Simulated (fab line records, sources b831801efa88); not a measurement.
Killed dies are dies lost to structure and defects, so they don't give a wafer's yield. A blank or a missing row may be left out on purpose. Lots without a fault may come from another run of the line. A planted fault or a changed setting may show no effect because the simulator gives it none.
Problem report in the 8D (eight disciplines) form, filled by code | flow sky130 | the parts of the form that need people (team, actions taken, sign-off) are left out

1. THE PROBLEM
killed_at_front_end at SKY_PAD_OPEN_PROBE_99 reads a mean of 60 on 3 wafers of 1 lot; wafers without a fault read 14 with a standard deviation of 4.1. That is +11 standard deviations from the usual mean.
First seen on wafer L553.1, day 49 17:16, on prober-02. The record holds 3 wafers of 1 lot with a number at this step. Rule for "out", or "out of limits": more than 4 standard deviations from the usual mean. The other wafers with a number count as sound.

2. WHAT IT IS AND WHAT IT IS NOT
question                    | is                               | is not
which readings at this step | killed_at_front_end, killed_dies | killed_at_M0_to_M3, killed_at_M4_up, killed_at_contacts, killed_at_other, killed_open, killed_short
which lots                  | L553                             | -
which wafers of those lots  | all that have a number           | -
read on which tools         | prober-02                        | -
when                        | from day 49 17:16                | up to then (0 sound wafers)

3. SUSPECTS, AND WHAT RULES EACH OUT
Counting: a tool at a process step up to the reading stays a suspect if it ran every lot that is out and no sound lot after the first of them.
- wet_bench-01 at SKY_SONOS_TUNNEL_WET_ETCH_10 (etches SiO2 in dHF, target depth 14 nm, time 280 s): kept. It ran the lot that is out, L553 (day 16 18:28), and no sound lot after that.
- pvd_sputter-02 at SKY_METAL1_SPUTTER_02 (material AlCu, target thk 250 nm, time 13.3 s): kept. It ran the lot that is out, L553 (day 37 03:04), and no sound lot after that.
- rie_metal-02 at SKY_METAL1_DESCUM_17 (chemistry O2, time 8 s): kept. It ran the lot that is out, L553 (day 38 03:56), and no sound lot after that.
- prober-02 at SKY_PAD_OPEN_PROBE_99: kept. It ran the lot that is out, L553 (day 49 17:16), and no sound lot after that. Its own readings are out on those wafers: killed_at_front_end, killed_dies.
Left after counting: wet_bench-01 at SKY_SONOS_TUNNEL_WET_ETCH_10, pvd_sputter-02 at SKY_METAL1_SPUTTER_02, rie_metal-02 at SKY_METAL1_DESCUM_17, prober-02 at SKY_PAD_OPEN_PROBE_99.

4. THE CAUSE (what the simulator had put in)
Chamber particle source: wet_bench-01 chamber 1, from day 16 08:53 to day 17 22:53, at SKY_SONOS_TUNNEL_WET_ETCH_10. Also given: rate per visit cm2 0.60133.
Counting left 4 suspects, and this tool is among them.

5. THE CHAIN OF EFFECTS, in route order
Each row: a reading whose mean over the struck wafers that have a number lies more than 3 standard deviations from the usual. Only readings for which the record gives a usual standard deviation are gone through. hours: the time from each lot's start at the first step in this table that gives one to its start at this step, as a median over the lots. sigmas: the change in usual standard deviations.
hours | step                  | reading             | usual | on struck wafers | change | sigmas
0     | SKY_PAD_OPEN_PROBE_99 | killed_at_front_end | 14    | 60               | +46    | +11
0     | SKY_PAD_OPEN_PROBE_99 | killed_dies         | 86    | 135              | +49    | +5.3
The process steps in it:
- SKY_PAD_OPEN_PROBE_99

6. WHAT WOULD HAVE CAUGHT IT SOONER
In this record the first reading out of limits was taken at day 49 17:16, 800 hours after the fault began at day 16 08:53.
Of the tool readings at SKY_SONOS_TUNNEL_WET_ETCH_10 for which the record gives a usual standard deviation, none was out on any struck wafer, so an alarm limit of 4 standard deviations on them would not have fired.
All the lots that are out (1) had begun SKY_SONOS_TUNNEL_WET_ETCH_10 on wet_bench-01 by day 49 17:16. A hold on the tool at that time would have spared none of them.
